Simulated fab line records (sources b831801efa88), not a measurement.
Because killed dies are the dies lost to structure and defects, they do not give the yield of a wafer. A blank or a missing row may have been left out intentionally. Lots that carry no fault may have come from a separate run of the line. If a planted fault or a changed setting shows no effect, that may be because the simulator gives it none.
The tool behind it: which one?    flow sky130    Sampling: 11 lots, 32 wafers, 5 of 708 route steps

WHAT THE GAUGES READ, wafer by wafer
SKY_NWELL_THK_MEAS_02. Usual: for NWELL_OXIDATION_THK the level is 10.01 nm and the standard deviation is 0.19.
lot   measured     on             NWELL_OXIDATION_THK (nm)  flag
L468  day 2 20:28  film metro-04  10.24 10.35 10.20         
L470  day 2 22:22  film metro-01  9.89 9.75 9.65            
L472  day 3 04:35  film metro-04  10.17 10.09 10.05         
L473  day 3 15:48  film metro-03  10.27 10.11 10.16         
L477  day 4 12:46  film metro-04  10.02 9.98 9.87           
L481  day 5 13:08  film metro-01  10.01 9.99                
L485  day 6 03:53  film metro-04  9.96 9.84 9.73            
L486  day 6 12:09  film metro-01  9.83 9.97 9.93            
L488  day 6 19:05  film metro-01  9.87 9.88 10.26           
L487  day 6 19:06  film metro-04  9.76 9.87 9.93            
L491  day 7 13:52  film metro-04  9.94 9.98 10.10           

SKY_METAL4_OVL_MEAS_14. Usual: for METAL4_OVL the level is 5 nm and the standard deviation is 5.1.
lot   measured      on          METAL4_OVL (nm)  flag
L468  day 42 05:16  overlay-02  -9 6 -2          
L470  day 42 08:38  overlay-02  4 10 4           
L472  day 42 14:55  overlay-02  9 8 -2           
L473  day 43 07:38  overlay-01  -1 -2 5          
L477  day 44 07:43  overlay-02  3 3 10           
L481  day 45 14:33  overlay-01  10 5             
L485  day 46 08:51  overlay-02  8 13 5           
L486  day 46 16:10  overlay-02  7 2 6            
L488  day 46 19:29  overlay-02  -4 8 9           
L487  day 46 18:46  overlay-02  9 9 2            
L491  day 47 16:30  overlay-01  10 0 7           

SKY_VIA4_BOW_MEAS_03. Usual: for VIA4_BOW the level is 80 um and the standard deviation is 8.9.
lot   measured      on             VIA4_BOW (um)   flag
L468  day 42 06:45  film metro-01  67 73 90        
L470  day 42 10:10  film metro-01  94 91 101       
L472  day 42 16:37  film metro-03  86 79 75        
L473  day 43 09:11  film metro-03  63 80 78        
L477  day 44 09:23  film metro-01  83 79 74 - - -  
L481  day 45 16:04  film metro-01  85 92 - -       
L485  day 46 10:22  film metro-02  72 73 83        
L486  day 46 17:42  film metro-01  61 72 69        
L488  day 46 20:59  film metro-01  71 68 74        
L487  day 46 20:17  film metro-03  91 73 90        
L491  day 47 18:04  film metro-02  84 83 75        

EACH LOT AND THE TOOL THAT RAN IT (in order: tool; ch and the chambers of the sampled wafers; start)
lot   SKY_METAL3_SPUTTER_04         SKY_VIA4_CMP_02
L468  pvd sputter-03, day 36 18:37  cmp-02 ch 0,1,3, day 42 06:27
L470  pvd sputter-02, day 36 23:53  cmp-01 ch 0,1, day 42 09:51
L472  pvd sputter-04, day 37 08:05  cmp-01 ch 0,1,3, day 42 16:17
L473  pvd sputter-04, day 38 02:14  cmp-02 ch 0,1,3, day 43 08:56
L477  pvd sputter-03, day 39 06:00  cmp-01 ch 0,2,3, day 44 09:08
L481  pvd sputter-02, day 40 16:51  cmp-01 ch 0,1, day 45 15:45
L485  pvd sputter-04, day 41 13:16  cmp-02 ch 2,3, day 46 10:02
L486  pvd sputter-02, day 41 20:59  cmp-02 ch 1,2,3, day 46 17:25
L488  pvd sputter-04, day 42 02:46  cmp-02 ch 0,3, day 46 20:41
L487  pvd sputter-04, day 42 02:18  cmp-02 ch 0,3, day 46 20:01
L491  pvd sputter-04, day 43 01:49  cmp-02 ch 2,3, day 47 17:48
- SKY_METAL3_SPUTTER_04: material TiN, target thk 70 nm, time 58.3 s.
- SKY_VIA4_CMP_02: polishes SiO2.

AS READ BY THE TOOLS THEMSELVES (means over the sampled wafers that have a number; for cases with no such wafer, the mark the record gives instead)
SKY_METAL3_SPUTTER_04. Usual: throttle valve pct reads 29.3 % (standard deviation 0.94).
lot   tool            throttle valve pct (%)  flag
L468  pvd sputter-03  29.0                    
L470  pvd sputter-02  28.6                    
L472  pvd sputter-04  30.9                    
L473  pvd sputter-04  30.5                    
L477  pvd sputter-03  29.4                    
L481  pvd sputter-02  28.4                    
L485  pvd sputter-04  29.4                    
L486  pvd sputter-02  28.6                    
L488  pvd sputter-04  29.8                    
L487  pvd sputter-04  30.8                    
L491  pvd sputter-04  30.1                    

SKY_VIA4_CMP_02. Usual: edge zone pressure frac 0.999, standard deviation 0.0048; motor current A 11.7 A, standard deviation 1.1; slurry flow ml min 149.9, standard deviation 0.49.
lot   tool    edge zone pressure frac  motor current A (A)  slurry flow ml min  flag
L468  cmp-02  1.003                    11.1                 150.3               
L470  cmp-01  0.993                    11.2                 150.1               
L472  cmp-01  0.999                    12.4                 149.8               
L473  cmp-02  1.001                    11.1                 149.7               
L477  cmp-01  0.998                    12.8                 150.1               
L481  cmp-01  0.992                    11.9                 149.9               
L485  cmp-02  0.995                    11.6                 149.5               
L486  cmp-02  0.999                    11.5                 149.7               
L488  cmp-02  0.998                    11.1                 150.0               
L487  cmp-02  1.000                    10.9                 149.5               
L491  cmp-02  1.003                    11.8                 150.2               

THE ANSWER, worked out from the rows above alone
Rule: take the mean of a lot's wafers that have a number; if it is more than 3 standard deviations from the usual mean, the lot is off. A lot without any number at a reading at which 4 lots or more have one is off too. Where the step has rows for the other lots, those lots are counted as sound. The gauges are gone through in route order, then the tools' own readings, and for those a lot's mean is taken as printed above. At the first step where some lot is off, the reading lying furthest off is the one used; lots without a number count as furthest.
No lot is off at any reading shown: from this, nothing can be told.

WHAT THE SIMULATOR HAD PUT IN
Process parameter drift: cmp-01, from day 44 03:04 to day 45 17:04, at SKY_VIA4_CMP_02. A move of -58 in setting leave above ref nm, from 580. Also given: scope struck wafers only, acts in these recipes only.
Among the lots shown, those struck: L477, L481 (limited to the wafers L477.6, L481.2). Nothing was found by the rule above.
